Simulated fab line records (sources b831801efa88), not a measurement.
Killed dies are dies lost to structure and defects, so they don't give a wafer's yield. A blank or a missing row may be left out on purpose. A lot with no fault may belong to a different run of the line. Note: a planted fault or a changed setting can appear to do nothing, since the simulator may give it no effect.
Matching of chambers ; flow sfq-line ; SFQ_TRILAYER_I1_VIA_ETCH_VIA_ETCH_052 on rie-diel-03: 4 sister chambers
The step etches SiO2 in CHF3, stops on Nb, target depth 260 nm. 4 wafers are shown with their chamber, then 7 later ones without.

WAFERS, EACH WITH ITS CHAMBER
wafer;chamber;drypump-motor-current-A (A)
L499.1;2;5.4
L500.2;1;6.0
L500.5;3;5.8
L501.2;0;6.5

WAFERS WITHOUT THEIR CHAMBER
wafer;drypump-motor-current-A (A)
L501.4;5.4
L501.5;6.0
L505.2;6.0
L505.5;5.4
L510.2;5.7
L510.4;6.0
L510.6;5.4

WHICH CHAMBER EACH ONE RAN IN
wafer;from the rows above;in truth
L501.4;2;2
L501.5;1;1
L505.2;1;1
L505.5;2;2
L510.2;3;3
L510.4;1;1
L510.6;2;2
Correctly placed: 7 of 7. Number that these rows cannot place: 0. Number placed wrongly: 0.
How it was worked out, from the rows above alone: a wafer's distance from a chamber is the root of the sum, over the readings, of the square of ((its reading less the chamber's mean) divided by the reading's scatter). The wafer belongs to the nearest chamber; if the next one is less than 2 further off, it can't be placed. For every chamber, the mean is computed from those of its wafers that are shown. The scatter: with one shown wafer a chamber, the root of the mean of the squares of how far each hidden wafer lies from its nearest shown one.
